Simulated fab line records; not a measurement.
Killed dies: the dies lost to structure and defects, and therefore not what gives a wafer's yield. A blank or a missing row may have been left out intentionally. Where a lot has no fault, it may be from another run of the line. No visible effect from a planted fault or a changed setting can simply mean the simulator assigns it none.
Which tool is to blame? + flow gf180mcu + Sampling: 13 lots, 39 wafers, 6 of 602 route steps

== WHAT THE GAUGES SHOWED, per wafer ==
GF_POLY_GATE_THK_MEAS_01. Usual: POLY_GATE_CVD_00_THK gives 199.9 nm (standard deviation 2.1).
| lot  | measured     | on            | POLY_GATE_CVD_00_THK (nm) | flag |
|------|--------------|---------------|---------------------------|------|
| L598 | day 8 15:19  | film_metro-04 | 201.9 201.1 201.3         |      |
| L599 | day 8 18:26  | film_metro-02 | 198.0 200.0 200.1         |      |
| L600 | day 9 03:02  | film_metro-03 | 195.2 196.3 195.0         |      |
| L604 | day 10 05:57 | film_metro-04 | 196.8 197.7 199.0         |      |
| L605 | day 10 15:52 | film_metro-04 | 201.6 199.5 201.3         |      |
| L608 | day 11 12:31 | film_metro-02 | 202.4 201.9 202.3         |      |
| L609 | day 11 21:02 | film_metro-02 | 201.2 199.9 202.3         |      |
| L610 | day 12 06:14 | film_metro-02 | 126.5 127.2 125.8         | OFF  |
| L611 | day 12 09:01 | film_metro-03 | 197.8 197.4 197.9         |      |
| L612 | day 12 14:09 | film_metro-02 | 129.2 128.8 128.0         | OFF  |
| L618 | day 14 08:29 | film_metro-02 | 197.9 197.0 198.1         |      |
| L620 | day 15 01:31 | film_metro-02 | 202.9 204.0 203.5         |      |
| L621 | day 15 08:24 | film_metro-03 | 201.1 199.5 200.8         |      |

GF_M1_RS_MEAS_05: uses a four-point probe to measure. Usual: M1_ALCU_RS gives 0.0699 ohm/sq (standard deviation 0.00083).
| lot  | measured     | on            | M1_ALCU_RS (ohm/sq)  | flag |
|------|--------------|---------------|----------------------|------|
| L598 | day 16 05:23 | film_metro-01 | 0.0689 0.0691 0.0699 |      |
| L599 | day 16 09:09 | film_metro-01 | 0.0697 0.0695 0.0692 |      |
| L600 | day 16 19:57 | film_metro-04 | 0.0698 0.0698 0.0695 |      |
| L604 | day 18 11:17 | film_metro-01 | 0.0700 0.0698 0.0698 |      |
| L605 | day 18 21:16 | film_metro-01 | 0.0710 0.0693 0.0711 |      |
| L608 | day 20 05:26 | film_metro-01 | 0.0692 0.0711 0.0694 |      |
| L609 | day 20 13:06 | film_metro-03 | 0.0697 0.0701 0.0700 |      |
| L610 | day 20 19:14 | film_metro-03 | 0.0694 0.0690 0.0689 |      |
| L611 | day 21 10:14 | film_metro-03 | 0.0707 0.0713 0.0713 |      |
| L612 | day 21 11:41 | film_metro-01 | 0.0710 0.0714 0.0696 |      |
| L618 | day 23 08:10 | film_metro-03 | 0.0707 0.0695 0.0689 |      |
| L620 | day 24 06:08 | film_metro-01 | 0.0699 0.0696 0.0701 |      |
| L621 | day 24 11:11 | film_metro-01 | 0.0711 0.0707 0.0707 |      |

GF_M1_THK_MEAS_06: measures by xrf. Usual: M1_ALCU_THK gives 449 nm (standard deviation 5.4).
| lot  | measured     | on            | M1_ALCU_THK (nm) | flag |
|------|--------------|---------------|------------------|------|
| L598 | day 16 05:29 | film_metro-01 | 451 448 444      |      |
| L599 | day 16 09:16 | film_metro-01 | 450 449 456      |      |
| L600 | day 16 20:04 | film_metro-04 | 451 452 450      |      |
| L604 | day 18 11:23 | film_metro-01 | 448 452 451      |      |
| L605 | day 18 21:22 | film_metro-01 | 441 451 442      |      |
| L608 | day 20 05:32 | film_metro-01 | 451 439 448      |      |
| L609 | day 20 13:13 | film_metro-03 | 447 445 449      |      |
| L610 | day 20 19:21 | film_metro-03 | 451 453 454      |      |
| L611 | day 21 10:22 | film_metro-03 | 444 442 442      |      |
| L612 | day 21 11:47 | film_metro-01 | 440 438 447      |      |
| L618 | day 23 08:17 | film_metro-03 | 444 453 456      |      |
| L620 | day 24 06:15 | film_metro-01 | 445 450 446      |      |
| L621 | day 24 11:19 | film_metro-01 | 440 444 440      |      |

GF_M1_CD_MEAS_14: target cd 230 nm. Usual: 229.9 nm for cd_nm, sd 0.94.
| lot  | measured     | on        | cd_nm (nm)        | flag |
|------|--------------|-----------|-------------------|------|
| L598 | day 17 04:35 | cd_sem-02 | 229.7 228.6 229.0 |      |
| L599 | day 17 07:51 | cd_sem-02 | 229.8 230.7 229.2 |      |
| L600 | day 17 18:57 | cd_sem-02 | 228.8 229.6 228.4 |      |
| L604 | day 19 11:40 | cd_sem-01 | 229.4 230.4 230.1 |      |
| L605 | day 19 21:37 | cd_sem-02 | 229.5 229.8 228.5 |      |
| L608 | day 21 05:02 | cd_sem-02 | 230.7 230.5 229.7 |      |
| L609 | day 21 14:07 | cd_sem-02 | 230.0 229.0 230.2 |      |
| L610 | day 21 19:46 | cd_sem-02 | 229.9 230.7 230.3 |      |
| L611 | day 22 10:05 | cd_sem-02 | 229.4 228.6 229.9 |      |
| L612 | day 22 11:12 | cd_sem-02 | 230.5 230.7 229.4 |      |
| L618 | day 24 06:30 | cd_sem-01 | 228.4 229.6 229.8 |      |
| L620 | day 25 04:10 | cd_sem-01 | 229.8 230.7 229.7 |      |
| L621 | day 25 09:02 | cd_sem-01 | 230.4 231.3 231.3 |      |

== WHAT TOOL EACH LOT RAN ON (gives the tool, then ch and the chambers of the sampled wafers, and finally the start) ==
| lot  | GF_POLY_GATE_CVD_00         | GF_POLY_GATE_ETCH_13             |
|------|-----------------------------|----------------------------------|
| L598 | lpcvd-02 ch 1, day 8 13:59  | rie_si-01 ch 1,2,3, day 9 08:32  |
| L599 | lpcvd-02 ch 0, day 8 17:05  | rie_si-01 ch 1,2,3, day 9 11:47  |
| L600 | lpcvd-02 ch 0, day 9 01:43  | rie_si-02 ch 0,1,2, day 9 20:43  |
| L604 | lpcvd-01 ch 1, day 10 03:56 | rie_si-02 ch 0,1,2, day 10 23:41 |
| L605 | lpcvd-01 ch 1, day 10 14:31 | rie_si-01 ch 2,3, day 11 09:23   |
| L608 | lpcvd-02 ch 0, day 11 11:10 | rie_si-02 ch 0,1, day 12 08:23   |
| L609 | lpcvd-02 ch 0, day 11 19:41 | rie_si-01 ch 2,3, day 12 16:39   |
| L610 | lpcvd-02 ch 0, day 12 03:14 | rie_si-02 ch 0,1,3, day 13 01:49 |
| L611 | lpcvd-01 ch 1, day 12 07:41 | rie_si-01 ch 0,1, day 13 05:14   |
| L612 | lpcvd-02 ch 0, day 12 12:47 | rie_si-02 ch 2,3, day 13 10:13   |
| L618 | lpcvd-01 ch 1, day 14 07:08 | rie_si-01 ch 0,3, day 15 05:32   |
| L620 | lpcvd-02 ch 0, day 15 00:11 | rie_si-02 ch 1,3, day 15 23:10   |
| L621 | lpcvd-01 ch 0, day 15 07:04 | rie_si-01 ch 1,2,3, day 16 06:35 |
- GF_POLY_GATE_CVD_00: deposits poly-Si, target thk 200 nm, time 1200 s.
- GF_POLY_GATE_ETCH_13: etches poly-Si in HBr/Cl2, stops on SiO2, target depth 198.5 nm, time 69.6 s.

== WHAT THE TOOLS THEMSELVES READ (means of the sampled wafers that have a number; where no wafer has one, the mark that the record gives instead) ==
GF_POLY_GATE_ETCH_13. Usual: drypump_motor_current_A 5.80 A, standard deviation 0.26; oes_product_au 0.990 a.u., standard deviation 0.009; throttle_valve_pct 33.684 %, standard deviation 0.0086.
| lot  | tool      | drypump_motor_current_A (A) | oes_product_au (a.u.) | throttle_valve_pct (%) | flag |
|------|-----------|-----------------------------|-----------------------|------------------------|------|
| L598 | rie_si-01 | 5.76                        | 0.992                 | 33.688                 |      |
| L599 | rie_si-01 | 5.77                        | 0.988                 | 33.678                 |      |
| L600 | rie_si-02 | 5.64                        | 0.974                 | 33.684                 |      |
| L604 | rie_si-02 | 5.62                        | 0.977                 | 33.686                 |      |
| L605 | rie_si-01 | 5.87                        | 0.997                 | 33.683                 |      |
| L608 | rie_si-02 | 5.55                        | 0.987                 | 33.678                 |      |
| L609 | rie_si-01 | 5.85                        | 0.990                 | 33.694                 |      |
| L610 | rie_si-02 | 5.62                        | 0.737                 | 33.680                 | OFF  |
| L611 | rie_si-01 | 5.89                        | 0.990                 | 33.685                 |      |
| L612 | rie_si-02 | 5.88                        | 0.743                 | 33.684                 | OFF  |
| L618 | rie_si-01 | 6.03                        | 0.988                 | 33.686                 |      |
| L620 | rie_si-02 | 5.72                        | 0.996                 | 33.689                 |      |
| L621 | rie_si-01 | 5.78                        | 0.989                 | 33.679                 |      |

== THE ANSWER, worked out from the rows above alone ==
Rule: a lot counts as off when the mean over its wafers that have a number is more than 3 standard deviations away from the usual mean. A lot without any number at a reading at which 4 lots or more have one is off too. All remaining lots with rows at the step are treated as sound. First the gauges in route order, then the tools' own readings, where a lot's mean is used as printed above. The first step at which some lot is off is used, and at that step the reading that is off furthest; a lot without a number counts as furthest.
Off: L610, L612, seen at GF_POLY_GATE_THK_MEAS_01 (POLY_GATE_CVD_00_THK).
If a tool, at a process step before that reading, ran all the lots that are off and no sound lot after the first of them, it fits. The gauges at GF_POLY_GATE_THK_MEAS_01 aren't tried: what is off there is off at GF_POLY_GATE_ETCH_13 too, on other tools, and a gauge's error can't cause that. No candidate that was tried fits.

== WHAT HAD BEEN PUT IN BY THE SIMULATOR ==
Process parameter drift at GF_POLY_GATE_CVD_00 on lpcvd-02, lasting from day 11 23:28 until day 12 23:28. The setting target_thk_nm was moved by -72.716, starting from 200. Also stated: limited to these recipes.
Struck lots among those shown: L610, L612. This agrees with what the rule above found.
